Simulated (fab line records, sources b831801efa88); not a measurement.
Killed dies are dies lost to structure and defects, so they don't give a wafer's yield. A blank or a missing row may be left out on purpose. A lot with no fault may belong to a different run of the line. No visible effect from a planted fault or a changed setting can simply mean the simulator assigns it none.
Struck lot and sound lot, side by side / flow sky130 / 17 out of 708 route steps
Sound: the wafers L583.1, L583.3, L583.5. Wafers L582.1, L582.2, L582.5 were the ones struck. Last of all comes the cause.
Each step with rows lists, per side, the tool, then ch with its chambers, then its first start. Under that, the readings that differ: sound wafers / struck wafers / difference of the means / sigmas: that difference in standard deviations of wafers without a fault.
alike: same words and numbers on both sides, and readings whose means sit less than 2 such deviations apart. not compared: any withheld reading, any reading some wafer has no value for, any bound like >300 that may hide the same value, and any number with overlapping values for which the record gives no deviation.
Wherever a step has rows on one side only, a row that says differs or no value, or a row with sigmas, the two part there. Non-overlapping numbers with no deviation appear without sigmas and do not part them. A reading missing from all wafers of one side parts the sides only when that side holds two or more wafers.

first, 1 step without rows for these wafers: SKY_VT_ADJUST_LVTN_IMPLANT_19.
SKY_VT_ADJUST_LVTN_STRIP_20: strips in O2/N2.
  sound on plasma_asher-03 ch 0,1, day 13 16:09; struck on plasma_asher-03 ch 0,1, day 13 11:07
  alike: drypump_motor_current_A, oes_product_au, strip_time_to_endpoint_s
  not compared: rf_hours_counter_h
SKY_VT_ADJUST_LVTN_TW_MEAS_21:
  sound on film_metro-03 at day 13 16:15; struck on film_metro-04 at day 13 11:13
reading=VT_ADJUST_LVTN_2_TW; sound=184.5 185.2 186.0; struck=189.6 188.2 190.1; difference=+4.1; sigmas=+2
then, 7 steps without rows for these wafers: SKY_VT_ADJUST_NCORE_DEHYDRATE_00 (time 60 s); SKY_VT_ADJUST_NCORE_HMDS_01 (prime time 60 s); SKY_VT_ADJUST_NCORE_COAT_02 (resist thk 1140 nm); SKY_VT_ADJUST_NCORE_SOFTBAKE_03 (time 60 s); SKY_VT_ADJUST_NCORE_EXPOSE_04 (exposes mask LVTN COMPLEMENT THIN, target cd 380 nm); SKY_VT_ADJUST_NCORE_PEB_05; SKY_VT_ADJUST_NCORE_DEVELOP_06 (develop time 60 s).
SKY_VT_ADJUST_NCORE_CD_MEAS_07: target cd 380 nm.
  sound on cd_sem-01 at day 14 17:47; struck on cd_sem-02 at day 14 11:56
  alike: cd_nm
SKY_VT_ADJUST_NCORE_OVL_MEAS_08:
  sound on overlay-02 at day 14 17:54; struck on overlay-02 at day 14 12:03
reading=VT_ADJUST_NCORE_OVL (nm); sound=1.4 0.4 0.4; struck=-2.7 -0.1 -2.1; difference=-2.4; sigmas=-2
SKY_VT_ADJUST_NCORE_IMPLANT_09:
  sound on implanter-01 ch 0, day 14 17:56; struck on implanter-03 ch 0, day 14 12:05
reading=beam_on_s (s); sound=10.42 10.24 9.93; struck=12.34 12.44 12.64; difference=+2.28; sigmas=+11
reading=end_station_pressure_torr (Torr); sound=5.1e-06 4.77e-06 4.62e-06; struck=0.00011195 0.00010785 0.00010948; difference=+0.00010493; sigmas=+99 or more
reading=faraday_current_uA; sound=12.97 13.26 13.64; struck=11.07 10.97 10.86; difference=-2.32; sigmas=-8
SKY_VT_ADJUST_NCORE_STRIP_10: strips in O2/N2.
  sound on plasma_asher-03 ch 0,1, day 14 18:05; struck on plasma_asher-04 ch 0,1, day 14 12:14
  alike: drypump_motor_current_A, oes_product_au, strip_time_to_endpoint_s
  not compared: rf_hours_counter_h
SKY_VT_ADJUST_NCORE_TW_MEAS_11:
  sound on film_metro-02 at day 14 18:11; struck on film_metro-02 at day 14 12:20
reading=VT_ADJUST_NCORE_TW; sound=219.6 220.4 219.4; struck=232.8 233.1 233.1; difference=+13.2; sigmas=+10
then, 1 step without rows for these wafers: SKY_VT_ADJUST_HVTR_DEHYDRATE_00 (time 60 s).
-- the record jumps here: 36 days lie between the struck wafers' starts before and after (it left off in module VT_ADJUST_HVTR and takes up again in module PAD_OPEN, whose first step shown is number 708 of the route) --
SKY_PAD_OPEN_PROBE_99:
  sound on prober-01 at day 50 14:23; struck on prober-02 at day 50 10:23
reading=model.etest.nfet_16v.r_on_ohm_um; sound=1.418e+04 1.405e+04 1.399e+04; struck=1.504e+04 1.502e+04 1.51e+04; difference=+9.800e+02; sigmas=
reading=model.etest.pfet_g5v0d10v5.r_on_ohm_um; sound=4835 4723 4634; struck=4485 4452 4475; difference=-260; sigmas=
reading=model.etest.tip_p.rs_ohm_sq; sound=6845 6856 6884; struck=6653 6654 6653; difference=-208; sigmas=
reading=model.etest.pfet_01v8.r_on_ohm_um; sound=2960 2894 2883; struck=2811 2776 2761; difference=-130; sigmas=
reading=model.etest.res_pwell_under_gate.rs_ohm_sq; sound=2282 2282 2278; struck=2235 2221 2229; difference=-52; sigmas=
reading=model.etest.nfet_g5v0d10v5.r_on_ohm_um; sound=1896 1882 1870; struck=1943 1939 1946; difference=+60; sigmas=
reading=model.etest.tip_p_5v.rs_ohm_sq; sound=2866 2862 2839; struck=2821 2834 2818; difference=-31; sigmas=
  alike: killed_at_M0_to_M3, killed_at_M4_up, killed_at_contacts, killed_at_front_end, killed_at_other, killed_dies, killed_open, killed_short
  not compared: model.etest.pfet_16v.r_on_ohm_um

== WHERE THEY PART ==
At SKY_VT_ADJUST_LVTN_TW_MEAS_21 first; at SKY_VT_ADJUST_NCORE_TW_MEAS_11 last (within this record only). Later steps at which nothing parts them and some readings are alike: SKY_PAD_OPEN_PROBE_99.

WHY: what the simulator had put in
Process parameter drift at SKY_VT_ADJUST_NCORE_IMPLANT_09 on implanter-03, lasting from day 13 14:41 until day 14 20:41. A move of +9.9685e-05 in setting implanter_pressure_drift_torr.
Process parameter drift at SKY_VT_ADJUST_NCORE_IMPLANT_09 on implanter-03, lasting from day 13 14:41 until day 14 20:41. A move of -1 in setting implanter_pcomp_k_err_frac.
